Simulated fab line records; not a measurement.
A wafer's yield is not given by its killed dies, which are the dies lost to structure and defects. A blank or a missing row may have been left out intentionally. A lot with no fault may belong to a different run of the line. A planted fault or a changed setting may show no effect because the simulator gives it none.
What tool caused it?	flow sky130	24 lots, 72 wafers sampled, at 3 steps of a route of 708

== WHAT THE GAUGES SHOWED, per wafer ==
SKY_VT_ADJUST_HVTP_CD_MEAS_07: the cd target is 380 nm. Usual: 380.4 nm for cdNm, sd 2.3.
lot	measured	on	cdNm (nm)	flag
L074	day 6 09:43	cdSem-01	382.2 381.0 381.6	
L075	day 7 02:20	cdSem-01	383.7 381.2 381.9	
L077	day 7 02:44	cdSem-02	381.2 383.0 381.0	
L076	day 7 03:49	cdSem-01	384.2 384.0 383.7	
L079	day 7 17:23	cdSem-02	379.0 380.7 379.7	
L078	day 7 19:33	cdSem-02	382.5 381.8 379.6	
L080	day 7 20:10	cdSem-01	378.4 379.4 377.7	
L081	day 8 01:31	cdSem-01	383.2 382.7 381.4	
L082	day 8 01:56	cdSem-02	380.4 378.9 380.6	
L083	day 8 14:55	cdSem-02	378.8 378.2 379.7	
L084	day 8 16:44	cdSem-01	378.6 379.1 381.3	
L085	day 9 00:30	cdSem-02	379.0 379.8 379.2	
L086	day 9 05:45	cdSem-01	378.9 376.6 377.2	
L087	day 9 07:12	cdSem-01	382.6 381.2 380.1	
L088	day 9 23:20	cdSem-02	383.6 379.7 382.2	
L089	day 10 04:26	cdSem-01	378.3 377.0 379.5	
L090	day 10 11:50	cdSem-01	383.2 383.1 383.3	
L091	day 10 20:13	cdSem-01	377.0 375.2 374.8	
L092	day 10 21:49	cdSem-01	382.8 381.4 381.9	
L093	day 11 03:55	cdSem-02	379.7 383.4 383.2	
L094	day 11 12:02	cdSem-01	380.7 383.3 381.5	
L095	day 11 14:49	cdSem-01	380.2 380.0 381.2	
L096	day 11 21:51	cdSem-02	378.4 376.3 375.6	
L097	day 12 01:52	cdSem-02	380.5 380.6 381.6	

SKY_VT_ADJUST_PCH_OVL_MEAS_07. Usual: VT_ADJUST_PCH_OVL 0.3 nm, standard deviation 1.3.
lot	measured	on	VT_ADJUST_PCH_OVL (nm)	flag
L074	day 10 18:44	overlay-02	0.7 -0.5 1.0	
L075	day 11 15:02	overlay-01	0.0 1.9 0.9	
L077	day 11 15:24	overlay-02	-1.1 0.4 -0.3	
L076	day 11 17:32	overlay-01	1.1 4.7 2.2	
L079	day 12 08:52	overlay-02	-0.8 -1.3 -1.2	
L078	day 12 13:31	overlay-02	0.3 -1.7 -0.2	
L080	day 12 14:23	overlay-02	1.3 0.4 0.5	
L081	day 12 20:45	overlay-02	1.3 0.0 -0.2	
L082	day 12 21:05	overlay-01	1.4 1.3 -0.2	
L083	day 13 12:34	overlay-01	0.4 0.6 -0.7	
L084	day 13 14:28	overlay-01	1.9 1.7 0.4	
L085	day 14 01:37	overlay-01	1.2 1.4 0.8	
L086	day 14 07:16	overlay-01	-0.4 0.3 0.3	
L087	day 14 08:56	overlay-01	-0.2 0.0 -0.2	
L088	day 15 06:02	overlay-01	3.3 1.3 -0.5	
L089	day 15 11:38	overlay-01	0.4 1.1 2.6	
L090	day 15 20:44	overlay-02	-0.5 0.6 -1.3	
L091	day 16 04:27	overlay-02	0.3 -0.4 -0.4	
L092	day 16 08:01	overlay-02	1.3 -1.4 1.8	
L093	day 16 17:47	overlay-02	2.0 -0.2 0.2	
L094	day 17 01:56	overlay-01	1.0 0.1 0.1	
L095	day 17 04:44	overlay-02	-1.9 -1.1 -2.2	
L096	day 17 13:14	overlay-01	-1.0 1.4 0.7	
L097	day 17 19:44	overlay-02	2.0 -1.7 0.4	

SKY_LDD_P_TW_MEAS_11. Usual: LDD_P_TW 632, standard deviation 7.5.
lot	measured	on	LDD_P_TW	flag
L074	day 19 15:38	filmMetro-03	637 630 636	
L075	day 20 12:41	filmMetro-04	636 635 635	
L077	day 20 15:27	filmMetro-01	625 624 624	
L076	day 20 15:41	filmMetro-01	621 625 625	
L079	day 21 09:02	filmMetro-01	625 625 619	
L078	day 21 18:56	filmMetro-01	623 625 622	
L080	day 21 15:01	filmMetro-03	637 638 635	
L081	day 22 01:51	filmMetro-03	636 635 637	
L082	day 22 02:28	filmMetro-04	634 638 640	
L083	day 22 23:44	filmMetro-04	637 634 636	
L084	day 23 05:07	filmMetro-03	632 636 635	
L085	day 23 13:56	filmMetro-03	637 638 635	
L086	day 23 20:50	filmMetro-04	639 635 642	
L087	day 23 19:32	filmMetro-01	623 625 621	
L088	day 24 16:25	filmMetro-04	634 636 640	
L089	day 24 23:19	filmMetro-04	635 634 636	
L090	day 25 08:55	filmMetro-01	623 624 624	
L091	day 25 12:38	filmMetro-03	636 637 641	
L092	day 25 21:59	filmMetro-04	645 644 642	
L093	day 26 03:05	filmMetro-01	625 621 621	
L094	day 26 12:44	filmMetro-04	640 638 642	
L095	day 26 15:11	filmMetro-01	618 624 618	
L096	day 27 04:23	filmMetro-01	626 624 626	
L097	day 27 07:29	filmMetro-04	640 640 636	

== WHICH TOOL RAN EACH LOT (tool, then ch and the chambers of the sampled wafers, then the start) ==
The record shows no process step preceding these readings.

== AS READ BY THE TOOLS THEMSELVES (means over the sampled wafers that have a number; for cases with no such wafer, the mark the record gives instead) ==
The record holds no such reading with a usual standard deviation.

== THE ANSWER, worked out from the rows above alone ==
Rule: lot off if the mean of its wafers having a number is beyond 3 standard deviations from the usual mean. Also off: a lot with no number at a reading for which 4 or more lots have one. Any other lot the step has rows for is counted as sound. After the gauges, taken in route order, come the tools' own readings; for these a lot's mean is taken, as printed above. At the first step where some lot is off, the reading lying furthest off is the one used; lots without a number count as furthest.
No lot is off at any reading shown: from this, nothing can be told.

== WHAT HAD BEEN PUT IN BY THE SIMULATOR ==
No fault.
